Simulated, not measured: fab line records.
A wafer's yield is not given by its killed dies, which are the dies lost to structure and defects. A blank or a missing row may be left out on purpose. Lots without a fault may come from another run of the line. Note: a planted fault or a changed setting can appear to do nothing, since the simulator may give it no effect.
Problem report, 8D (eight disciplines) form, completed by code    flow gf180mcu    the parts of the form that need people (team, actions taken, sign-off) are left out

## 1. THE PROBLEM
At GF_V5_SPUTTER_22, chamber pressure pa averages 5.621 Pa over 6 wafers from 2 lots, while fault-free wafers read 5.000 Pa, standard deviation 0.011. Relative to the usual mean, that is a shift of +56 standard deviations.
The step: material TiN, target thk 10 nm, time 40 s.
Earliest sighting: wafer L242.4 on pvd sputter-03 at day 31 21:52. Wafers with a number at this step in the record: 36, from 12 lots. The rule behind "out" and "out of limits": a value lying over 4 standard deviations away from the usual mean. The rest of the wafers with a number are treated as sound.

## 2. WHAT IT IS; WHAT IT IS NOT
question                     is                      is not
which readings at this step  chamber pressure pa     -
which lots                   L242, L244              L227, L228, L229, L230, L231, L232, L233, L234, L245, L249
which wafers of those lots   all that have a number  -
read on which tools          pvd sputter-03          pvd sputter-01, pvd sputter-04
when                         from day 31 21:52       up to then (24 sound wafers); but 6 sound wafers of L245, L249 came after

## 3. WHAT RULES OUT EACH SUSPECT
Counting: any tool at a process step up to the reading is kept as a suspect provided that every lot that is out went through it and no sound lot did after the first of them.
- pvd sputter-03 at GF_V5_SPUTTER_22 (material TiN, target thk 10 nm, time 40 s): kept. Every lot that is out went through it, starting with L242 (day 31 21:52), and after that it ran no sound lot; the last sound lot it ran before then is L228 (day 27 18:49). Its own chamber pressure pa readings are out on those wafers.
Remaining after the count: pvd sputter-03 at GF_V5_SPUTTER_22.

## 4. THE CAUSE (what the simulator had put in)
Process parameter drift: pvd sputter-03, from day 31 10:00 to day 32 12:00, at GF_V5_SPUTTER_22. The setting chamber pressure pa was moved by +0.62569, starting from 5. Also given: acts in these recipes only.
The count eliminated every tool but this one.

## 5. THE CHAIN OF EFFECTS, in route order
Each row: a reading where the mean over the struck wafers with a number is more than 3 standard deviations away from the usual. Only readings for which the record gives a usual standard deviation are gone through. hours: the time from each lot's start at the first step in this table that gives one to its start at this step, as a median over the lots. sigmas: the change in usual standard deviations.
hours  step              reading              usual     on struck wafers  change  sigmas
0      GF_V5_SPUTTER_22  chamber pressure pa  5.000 Pa  5.621             +0.621  +56
The process steps in it:
- GF_V5_SPUTTER_22: material TiN, target thk 10 nm, time 40 s.
Later steps that measure or inspect, where all struck wafers having a row at the step show a number for every such reading and not one has moved that far: GF_TOP_METAL_RS_MEAS_05.

## 6. HOW IT WOULD HAVE BEEN CAUGHT EARLIER
The fault began at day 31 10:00; the first out-of-limits reading in this record came at day 31 21:52, 12 hours later.
